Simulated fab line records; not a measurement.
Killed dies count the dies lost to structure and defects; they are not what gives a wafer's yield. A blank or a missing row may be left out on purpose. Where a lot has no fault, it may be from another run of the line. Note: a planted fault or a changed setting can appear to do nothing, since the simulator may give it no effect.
Lot-split experiment / flow gf180mcu / on a route of 602 steps: 5 lots, 23 wafers read

ON THE SPLIT
At GF_PASSIVATION_COAT_06 (resist thk 4000 nm), the setting resist thk nm was moved away from the recipe's 4000 nm on 7 of the 23 wafers read, by -3.1% to +3.1%. The other wafers ran this setting at the recipe's value.

FROM THE SPLIT TO THE READING: what the file shows between them, 4 steps
- GF_PASSIVATION_SOFTBAKE_07
- GF_PASSIVATION_EXPOSE_08: exposes mask Pad, target cd 40000 nm
- GF_PASSIVATION_PEB_09
- GF_PASSIVATION_DEVELOP_10: develop time 60 s

THE READING
coat_of_PASSIVATION_COAT_06.thk nm (the simulator's own value, which no gauge read), in nm, at GF_PASSIVATION_ETCH_11 (etches the open film in CF4/O2, stops on TiN, target depth 1800 nm, time 400 s). The file does not state a usual value for it. Here, 16 wafers ran the recipe; their average is 2818 nm with a standard deviation of 24 nm.

wafer=L074.1; tool, chamber at the split=litho track-03, 0; resist thk nm as run, nm=4000; against the recipe=recipe; coat_of_PASSIVATION_COAT_06.thk nm, nm=2841; against lot-mates on the recipe=-
wafer=L074.2; tool, chamber at the split=litho track-03, 0; resist thk nm as run, nm=4000; against the recipe=recipe; coat_of_PASSIVATION_COAT_06.thk nm, nm=2824; against lot-mates on the recipe=-
wafer=L074.3; tool, chamber at the split=litho track-03, 0; resist thk nm as run, nm=4000; against the recipe=recipe; coat_of_PASSIVATION_COAT_06.thk nm, nm=2810; against lot-mates on the recipe=-
wafer=L074.4; tool, chamber at the split=litho track-03, 0; resist thk nm as run, nm=4000; against the recipe=recipe; coat_of_PASSIVATION_COAT_06.thk nm, nm=2850; against lot-mates on the recipe=-
wafer=L074.5; tool, chamber at the split=litho track-03, 0; resist thk nm as run, nm=4000; against the recipe=recipe; coat_of_PASSIVATION_COAT_06.thk nm, nm=2858; against lot-mates on the recipe=-
wafer=L081.1; tool, chamber at the split=litho track-02, 0; resist thk nm as run, nm=4124; against the recipe=+3.1%; coat_of_PASSIVATION_COAT_06.thk nm, nm=2951; against lot-mates on the recipe=+120
wafer=L081.2; tool, chamber at the split=litho track-02, 0; resist thk nm as run, nm=4000; against the recipe=recipe; coat_of_PASSIVATION_COAT_06.thk nm, nm=2834; against lot-mates on the recipe=-
wafer=L081.3; tool, chamber at the split=litho track-02, 0; resist thk nm as run, nm=4124; against the recipe=+3.1%; coat_of_PASSIVATION_COAT_06.thk nm, nm=2963; against lot-mates on the recipe=+132
wafer=L081.5; tool, chamber at the split=litho track-02, 0; resist thk nm as run, nm=4000; against the recipe=recipe; coat_of_PASSIVATION_COAT_06.thk nm, nm=2851; against lot-mates on the recipe=-
wafer=L081.6; tool, chamber at the split=litho track-02, 0; resist thk nm as run, nm=4000; against the recipe=recipe; coat_of_PASSIVATION_COAT_06.thk nm, nm=2807; against lot-mates on the recipe=-
wafer=L082.1; tool, chamber at the split=litho track-02, 0; resist thk nm as run, nm=4000; against the recipe=recipe; coat_of_PASSIVATION_COAT_06.thk nm, nm=2798; against lot-mates on the recipe=-
wafer=L082.2; tool, chamber at the split=litho track-02, 0; resist thk nm as run, nm=4000; against the recipe=recipe; coat_of_PASSIVATION_COAT_06.thk nm, nm=2809; against lot-mates on the recipe=-
wafer=L082.4; tool, chamber at the split=litho track-02, 0; resist thk nm as run, nm=3876; against the recipe=-3.1%; coat_of_PASSIVATION_COAT_06.thk nm, nm=2668; against lot-mates on the recipe=-136
wafer=L082.5; tool, chamber at the split=litho track-02, 0; resist thk nm as run, nm=3876; against the recipe=-3.1%; coat_of_PASSIVATION_COAT_06.thk nm, nm=2684; against lot-mates on the recipe=-120
wafer=L082.6; tool, chamber at the split=litho track-02, 0; resist thk nm as run, nm=3876; against the recipe=-3.1%; coat_of_PASSIVATION_COAT_06.thk nm, nm=2681; against lot-mates on the recipe=-122
wafer=L084.2; tool, chamber at the split=litho track-03, 0; resist thk nm as run, nm=4000; against the recipe=recipe; coat_of_PASSIVATION_COAT_06.thk nm, nm=2825; against lot-mates on the recipe=-
wafer=L084.4; tool, chamber at the split=litho track-03, 0; resist thk nm as run, nm=4000; against the recipe=recipe; coat_of_PASSIVATION_COAT_06.thk nm, nm=2827; against lot-mates on the recipe=-
wafer=L084.6; tool, chamber at the split=litho track-03, 0; resist thk nm as run, nm=4000; against the recipe=recipe; coat_of_PASSIVATION_COAT_06.thk nm, nm=2784; against lot-mates on the recipe=-
wafer=L085.1; tool, chamber at the split=litho track-03, 0; resist thk nm as run, nm=4000; against the recipe=recipe; coat_of_PASSIVATION_COAT_06.thk nm, nm=2775; against lot-mates on the recipe=-
wafer=L085.2; tool, chamber at the split=litho track-03, 0; resist thk nm as run, nm=3907; against the recipe=-2.3%; coat_of_PASSIVATION_COAT_06.thk nm, nm=2710; against lot-mates on the recipe=-80
wafer=L085.3; tool, chamber at the split=litho track-03, 0; resist thk nm as run, nm=3907; against the recipe=-2.3%; coat_of_PASSIVATION_COAT_06.thk nm, nm=2709; against lot-mates on the recipe=-81
wafer=L085.4; tool, chamber at the split=litho track-03, 0; resist thk nm as run, nm=4000; against the recipe=recipe; coat_of_PASSIVATION_COAT_06.thk nm, nm=2803; against lot-mates on the recipe=-
wafer=L085.6; tool, chamber at the split=litho track-03, 0; resist thk nm as run, nm=4000; against the recipe=recipe; coat_of_PASSIVATION_COAT_06.thk nm, nm=2793; against lot-mates on the recipe=-

THE FIT
A straight line over all 23 wafers: coat_of_PASSIVATION_COAT_06.thk nm changes by +45.3 nm for each +1% of resist thk nm; r = +0.96; the points scatter about the line by 21 nm.
The same after taking each lot's own level away (the mean of its wafers on the recipe; 23 wafers): +39.7 nm for each +1%; r = +0.97; scatter 15 nm.
Per that fit: largest resist thk nm move, reading shift of 1.2e+02 nm.
The lots' own levels span 2790.3 to 2836.6 nm, that is 1.9 times the standard deviation above.
Thus the slope moves with the lot-to-lot level: the two fits are different.
Check: -119 nm against its lot-mates is what the line predicts for one of the wafers moved furthest among these (-3.1%) when that wafer is left out of the fit. It came out at -136 nm against them.

OTHER SPLITS APPLIED TO THESE WAFERS
These wafers also went through other splits before the reading. Each is held against what the fit with the lots' levels taken away leaves over:
other split on the same wafers=GF_TOP_METAL_METAL_ETCH_16 bias w; wafers away from the commonest value=6; r with coat_of_PASSIVATION_COAT_06.thk nm (lot level and that fit taken away)=+0.01

THE WHOLE CHAIN: every reading that the file lists as answering this split, in the file's order
step=GF_PASSIVATION_COAT_06; what it does=resist thk 4000 nm; reading=coat_of_PASSIVATION_COAT_06.thk nm (the simulator's own value, which no gauge read); change (the file's fit)=+38.1 nm for each +1% of the setting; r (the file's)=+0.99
step=GF_PASSIVATION_ETCH_11; what it does=etches the open film in CF4/O2, stops on TiN, target depth 1800 nm, time 400 s; reading=coat_of_PASSIVATION_COAT_06.thk nm (the simulator's own value, which no gauge read); change (the file's fit)=+39.5 nm for each +1% of the setting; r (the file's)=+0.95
step=GF_PASSIVATION_STRIP_12; what it does=strips in O2/N2; reading=strip time to endpoint s; change (the file's fit)=withheld for each +1% of the setting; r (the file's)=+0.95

FILE'S OWN FIT
coat_of_PASSIVATION_COAT_06.thk nm changes by +39.5 nm for each +1% of resist thk nm, r = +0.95.
